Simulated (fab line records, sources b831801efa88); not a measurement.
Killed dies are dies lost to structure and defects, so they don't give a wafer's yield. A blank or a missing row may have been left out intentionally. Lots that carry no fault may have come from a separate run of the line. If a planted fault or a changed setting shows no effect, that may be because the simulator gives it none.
Which of the tools did it? ; flow sky130 ; 12 lots, 36 wafers sampled, at 5 steps of a route of 708

== WHAT EACH GAUGE READ, for each wafer ==
SKY_METAL3_OVL_MEAS_14.
lot;measured;on;METAL3_OVL (nm)
L075;day 39 14:42;overlay-02;6 3 -6
L076;day 39 16:41;overlay-02;0 -3 -1
L078;day 39 21:56;overlay-02;4 4 0
L081;day 40 18:15;overlay-02;12 14 11
L083;day 41 08:47;overlay-02;4 1 8
L085;day 41 10:05;overlay-01;-4 -1 1
L087;day 42 11:15;overlay-01;6 -3 7
L089;day 42 20:47;overlay-01;-2 0 -4
L091;day 43 09:29;overlay-01;4 3 10
L093;day 44 09:59;overlay-01;9 7 13
L095;day 45 03:38;overlay-01;2 2 6
L096;day 46 03:26;overlay-01;0 -2 5

== TOOL THAT RAN EACH LOT (tool first, then ch and the chambers of the sampled wafers, then the start) ==
lot;SKY_FIELD_ISO_CMP_27;SKY_CONTACT_CMP_04;SKY_CONTACT_SPUTTER_23;SKY_VIA2_ETCH_15
L075;cmp-01 ch 0,2,3, day 3 06:24;cmp-01 ch 1,3, day 31 14:37;pvdSputter-03, day 32 18:23;rieDiel-03 ch 0,2, day 37 11:10
L076;cmp-01 ch 0,1,2, day 3 07:57;cmp-01 ch 0,1,2, day 31 15:49;pvdSputter-03, day 32 19:30;rieDiel-01 ch 0,1,3, day 37 12:10
L078;cmp-02 ch 0,2,3, day 3 13:18;cmp-01 ch 2,3, day 32 00:02;pvdSputter-03, day 33 03:38;rieDiel-04 ch 0,2, day 37 18:04
L081;cmp-02 ch 1,2,3, day 3 23:32;cmp-02 ch 0,1,3, day 32 19:44;pvdSputter-03, day 33 23:50;rieDiel-01 ch 1,3, day 38 14:13
L083;cmp-01 ch 1,2,3, day 4 09:32;cmp-01 ch 1,3, day 33 14:26;pvdSputter-02, day 34 18:21;rieDiel-04 ch 0,1,3, day 39 06:52
L085;cmp-02 ch 0,2,3, day 4 17:05;cmp-01 ch 0,2,3, day 33 16:29;pvdSputter-01, day 34 20:54;rieDiel-04 ch 0,1,2, day 39 08:58
L087;cmp-02 ch 1,2,3, day 5 06:58;cmp-02 ch 1,2, day 34 20:08;pvdSputter-03, day 35 23:08;rieDiel-04 ch 0,1,3, day 40 10:19
L089;cmp-02 ch 0,2, day 5 15:19;cmp-02 ch 0,1,3, day 35 05:31;pvdSputter-02, day 36 08:38;rieDiel-01 ch 2,3, day 40 20:04
L091;cmp-01 ch 0,1,3, day 6 07:18;cmp-01 ch 0,3, day 35 21:14;pvdSputter-03, day 36 23:55;rieDiel-04 ch 0,1,3, day 41 07:04
L093;cmp-02 ch 0,1,3, day 6 15:49;cmp-01 ch 0,1,3, day 36 16:53;pvdSputter-02, day 37 20:17;rieDiel-04 ch 0,1,3, day 42 07:19
L095;cmp-01 ch 1,2,3, day 7 12:31;cmp-01 ch 2,3, day 37 23:01;pvdSputter-03, day 39 01:35;rieDiel-04 ch 0,1,2, day 43 06:01
L096;cmp-01 ch 0,1,2, day 7 20:01;cmp-01 ch 0,1,3, day 38 17:04;pvdSputter-02, day 39 18:55;rieDiel-04 ch 1,2,3, day 44 06:10
- SKY_FIELD_ISO_CMP_27: polishes, stops on Si3N4, t overpolish 16 s, target thk 457.8 nm.
- SKY_CONTACT_CMP_04: polishes SiO2.
- SKY_CONTACT_SPUTTER_23: material TiN, target thk 20 nm, time 80 s.
- SKY_VIA2_ETCH_15: etches SiO2 in C4F8/O2/Ar, stops on TiN, target depth 546 nm, time 86.05 s.

== THE ANSWER, worked out from the rows above alone ==
Rule: usual is defined by the lots themselves. The widest of any qualifying gaps counts: lots, ordered by their means at a reading, are off when they make up no more than a third of the lots, leave a main group of 4 or more, and stand apart from it by 3 or more times the standard deviation of that group's means. Not used: any main group whose means are identical at the precision the tables above print for the reading. A lot without any number at a reading at which 4 lots or more have one is off too. Where the step has rows for the other lots, those lots are counted as sound.
No lot is off at any reading shown: from this, nothing can be told.

== WHAT THE SIMULATOR PUT IN ==
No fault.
